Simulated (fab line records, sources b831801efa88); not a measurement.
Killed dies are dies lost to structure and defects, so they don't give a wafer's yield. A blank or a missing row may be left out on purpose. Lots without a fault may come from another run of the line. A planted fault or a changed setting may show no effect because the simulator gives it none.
A struck lot beside a sound one | flow sky130 | 32 steps out of a route of 708
Sound: wafers L238.1, L238.2, L238.5. Struck: wafers L246.1, L246.2. The cause comes at the end.
At each step with rows: each side's tool, then ch and its chambers, then its first start. Under that, the readings that differ: sound wafers | struck wafers | difference of the means | sigmas: that difference in standard deviations of wafers without a fault.
alike: readings whose means differ by less than 2 such deviations, and words and numbers that are the same on both sides. not compared: withheld readings, readings that some wafer has no value for, bounds like >300 that may hide the same value, and numbers for which the record gives no deviation and whose values overlap.
The two part at a step that has a row with sigmas, a row that says differs or no value, or rows on one side only. Numbers that don't overlap but have no deviation are shown without sigmas and don't part them. A reading that every wafer of one side lacks parts them only if that side has two wafers or more.

SKY_CAPM_THK_MEAS_01:
  sound on film_metro-02, day 37 10:37; struck on film_metro-02, day 39 17:26
  alike: CAPM_CVD_00_THK
SKY_CAPM_SPUTTER_02: material TiN, target thk 200 nm, time 166.7 s.
  sound on pvd_sputter-04, day 37 10:41; struck on pvd_sputter-03, day 39 17:30
  alike: throttle_valve_pct
SKY_CAPM_RS_MEAS_03: measures by four-point-probe.
  sound on film_metro-04, day 37 10:48; struck on film_metro-04, day 39 17:36
  alike: CAPM_TIN_RS
SKY_CAPM_THK_MEAS_04: measures by xrf.
  sound on film_metro-04, day 37 10:55; struck on film_metro-04, day 39 17:43
  alike: CAPM_TIN_THK
then, 7 steps without rows for these wafers: SKY_CAPM_DEHYDRATE_05 (time 60 s); SKY_CAPM_HMDS_06 (prime time 60 s); SKY_CAPM_COAT_07 (resist thk 1140 nm); SKY_CAPM_SOFTBAKE_08 (time 60 s); SKY_CAPM_EXPOSE_09 (exposes mask CAPM, target cd 1000 nm); SKY_CAPM_PEB_10; SKY_CAPM_DEVELOP_11 (develop time 60 s).
SKY_CAPM_OVL_MEAS_12:
  sound on overlay-02, day 38 11:49; struck on overlay-02, day 40 17:44
  alike: CAPM_OVL
SKY_CAPM_METAL_ETCH_13: etches TiN in Cl2/BCl3, stops on SiO2, target depth 220 nm, time 62.9 s.
  sound on rie_metal-04 ch 0,1, day 38 11:52; struck on rie_metal-04 ch 0,1, day 40 17:47
  reading                               | sound             | struck      | difference | sigmas
  oes_product_au (a.u.)                 | 0.937 0.937 0.941 | 0.913 0.915 | -0.024     | -3
  run_length_s (s)                      | 91.4 91.9 91.7    | 93.7 94.5   | +2.4       | +6
  model.SiO2_of_CAPM_CVD_00.thk_nm (nm) | 15.31 15.53 15.48 | 14.41 14.56 | -0.96      |
  alike: bcl3_flow_sccm, drypump_motor_current_A, throttle_valve_pct
  not compared: rf_hours_counter_h
SKY_CAPM_STRIP_14: strips in O2/N2.
  sound on plasma_asher-01 ch 0,1, day 38 11:56; struck on plasma_asher-01 ch 0,1, day 40 17:52
  alike: drypump_motor_current_A, oes_product_au, strip_time_to_endpoint_s
  not compared: rf_hours_counter_h
then, 11 steps without rows for these wafers: SKY_CAPM_STRIP_15 (strips in post etch residue remover, time 1200 s); SKY_CAPM_CLEAN_16 (cleans in IPA, time 180 s); SKY_CAPM_CLEAN_17 (cleans in O3/DIW); SKY_METAL3_DEHYDRATE_05 (time 60 s); SKY_METAL3_HMDS_06 (prime time 60 s); SKY_METAL3_COAT_07 (resist thk 60 nm); SKY_METAL3_COAT_08 (resist thk 1140 nm); SKY_METAL3_SOFTBAKE_09 (time 90 s); SKY_METAL3_EXPOSE_10 (exposes mask MM3, target cd 300 nm); SKY_METAL3_PEB_11; SKY_METAL3_DEVELOP_12 (develop time 60 s).
SKY_METAL3_CD_MEAS_13: target cd 300 nm.
  sound on cd_sem-01, day 39 13:14; struck on cd_sem-02, day 41 18:09
  alike: cd_nm
SKY_METAL3_OVL_MEAS_14:
  sound on overlay-01, day 39 13:22; struck on overlay-01, day 41 18:16
  alike: METAL3_OVL
SKY_METAL3_DESCUM_15: chemistry O2, time 8 s.
  sound on rie_metal-02 ch 0,1, day 39 13:23; struck on rie_metal-03 ch 0,1, day 41 18:18
  alike: drypump_motor_current_A, oes_product_au
  not compared: rf_hours_counter_h
SKY_METAL3_ETCH_16: etches BARC in N2/H2, stops on SiO2, time 88.2 s, target depth 60 nm.
  sound on rie_metal-02 ch 0,1, day 39 13:25; struck on rie_metal-03 ch 0,1, day 41 18:20
  reading               | sound             | struck      | difference | sigmas
  oes_product_au (a.u.) | 0.623 0.628 0.616 | 0.630 0.635 | +0.010     | +2
  alike: drypump_motor_current_A, run_length_s, throttle_valve_pct
  not compared: rf_hours_counter_h
SKY_METAL3_ETCH_17: etches SiO2 in C4F8/O2/Ar, stops on TiN, time 3.9 s, target depth 15 nm.
  sound on rie_diel-02 ch 0,1,2, day 39 13:31; struck on rie_diel-02 ch 1,2, day 41 18:26
  reading                  | sound             | struck      | difference | sigmas
  oes_product_au (a.u.)    | 0.752 0.751 0.757 | 0.730 0.727 | -0.025     | -3
  model.etch.depth_nm (nm) | 15.31 15.53 15.48 | 14.41 14.56 | -0.96      |
  not compared: rf_hours_counter_h
SKY_METAL3_METAL_ETCH_18: etches the open film in Cl2/BCl3, stops on SiO2, target depth 845 nm, time 183.1 s.
  sound on rie_metal-01 ch 0,1, day 39 13:32; struck on rie_metal-01 ch 0,1, day 41 18:27
  reading                | sound                | struck        | difference | sigmas
  throttle_valve_pct (%) | 22.275 22.271 22.280 | 22.260 22.241 | -0.025     | -3
  alike: bcl3_flow_sccm, drypump_motor_current_A, oes_product_au, run_length_s
  not compared: rf_hours_counter_h
-- the record jumps here: 7 days lie between the struck wafers' starts before and after (it left off in module METAL3 and takes up again in module PAD_OPEN, whose first step shown is number 708 of the route) --
SKY_PAD_OPEN_PROBE_99:
  the record has rows for the struck wafers here (prober-02, day 48 10:55) and none for the sound ones

WHERE THEY PART
First at SKY_CAPM_METAL_ETCH_13; last, within this record, at SKY_PAD_OPEN_PROBE_99.

WHY: what the simulator had put in
Process parameter drift: rie_metal-04, from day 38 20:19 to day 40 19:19, at SKY_CAPM_METAL_ETCH_13. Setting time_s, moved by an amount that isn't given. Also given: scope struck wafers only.
